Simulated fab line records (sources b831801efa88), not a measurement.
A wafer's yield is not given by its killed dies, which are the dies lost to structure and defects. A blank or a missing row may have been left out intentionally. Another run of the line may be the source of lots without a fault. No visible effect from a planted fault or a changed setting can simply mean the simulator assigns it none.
Which tool was responsible? | flow sky130 | 7 lots, 20 wafers sampled, at 3 steps of a route of 708

== WHAT THE GAUGES SHOWED, per wafer ==
SKY_LI_CONTACT_THK_MEAS_01.
lot  | measured     | on            | LI_CONTACT_HDPCVD_THK (nm)
L192 | day 28 02:16 | film-metro-03 | 923 934 935
L195 | day 28 23:07 | film-metro-01 | 937 939 941
L198 | day 30 02:10 | film-metro-01 | 954 946 942
L199 | day 30 13:18 | film-metro-03 | 937 931 939
L202 | day 31 10:27 | film-metro-01 | 945 912 950
L204 | day 32 17:10 | film-metro-03 | 919 925 917
L208 | day 34 09:59 | film-metro-03 | 444 939

== EACH LOT AND THE TOOL THAT RAN IT (in order: tool; ch and the chambers of the sampled wafers; start) ==
lot  | SKY_POLY_GATE_ETCH_16              | SKY_LI_CONTACT_HDPCVD_00
L192 | rie-diel-03 ch 2,3, day 16 12:35   | hdpcvd-01 ch 0,1,2, day 28 02:10
L195 | rie-diel-02 ch 0,1,2, day 17 07:38 | hdpcvd-02 ch 0,2, day 28 23:01
L198 | rie-diel-04 ch 0,1,3, day 18 13:08 | hdpcvd-01 ch 0,2, day 30 02:03
L199 | rie-diel-02 ch 0,1,3, day 19 05:17 | hdpcvd-02 ch 0,1, day 30 13:12
L202 | rie-diel-03 ch 0,2,3, day 20 02:35 | hdpcvd-01 ch 0,1,2, day 31 10:20
L204 | rie-diel-03 ch 1,2,3, day 21 12:35 | hdpcvd-02 ch 0,1,2, day 32 17:04
L208 | rie-diel-02 ch 0,1, day 23 12:14   | hdpcvd-02 ch 0,1, day 34 09:53
- SKY_POLY_GATE_ETCH_16: etches Si3N4 in CH3F/O2, stops on poly-Si, time 147.5 s, target depth 75 nm.
- SKY_LI_CONTACT_HDPCVD_00: deposits PSG, target thk 930 nm, time 155 s.

== THE ANSWER, worked out from the rows above alone ==
Rule: what is usual is taken from the lots themselves. The widest of any qualifying gaps counts: lots, ordered by their means at a reading, are off when they make up no more than a third of the lots, leave a main group of 4 or more, and stand apart from it by 3 or more times the standard deviation of that group's means. Not used: any main group whose means are identical at the precision the tables above print for the reading. A lot without any number at a reading at which 4 lots or more have one is off too. The other lots that the step has rows for count as sound.
Off: L208, seen at SKY_LI_CONTACT_THK_MEAS_01 (LI_CONTACT_HDPCVD_THK). The main group: mean 935 nm, standard deviation 8.2.
If a tool, at a process step before that reading, ran all the lots that are off and no sound lot after the first of them, it fits. Those tools and the gauges at SKY_LI_CONTACT_THK_MEAS_01 are tried in the same way. Can't be told from this: 3 tools fit, rie-diel-02 at SKY_POLY_GATE_ETCH_16, hdpcvd-02 at SKY_LI_CONTACT_HDPCVD_00, film-metro-03 at SKY_LI_CONTACT_THK_MEAS_01.

== WHAT THE SIMULATOR HAD INSERTED ==
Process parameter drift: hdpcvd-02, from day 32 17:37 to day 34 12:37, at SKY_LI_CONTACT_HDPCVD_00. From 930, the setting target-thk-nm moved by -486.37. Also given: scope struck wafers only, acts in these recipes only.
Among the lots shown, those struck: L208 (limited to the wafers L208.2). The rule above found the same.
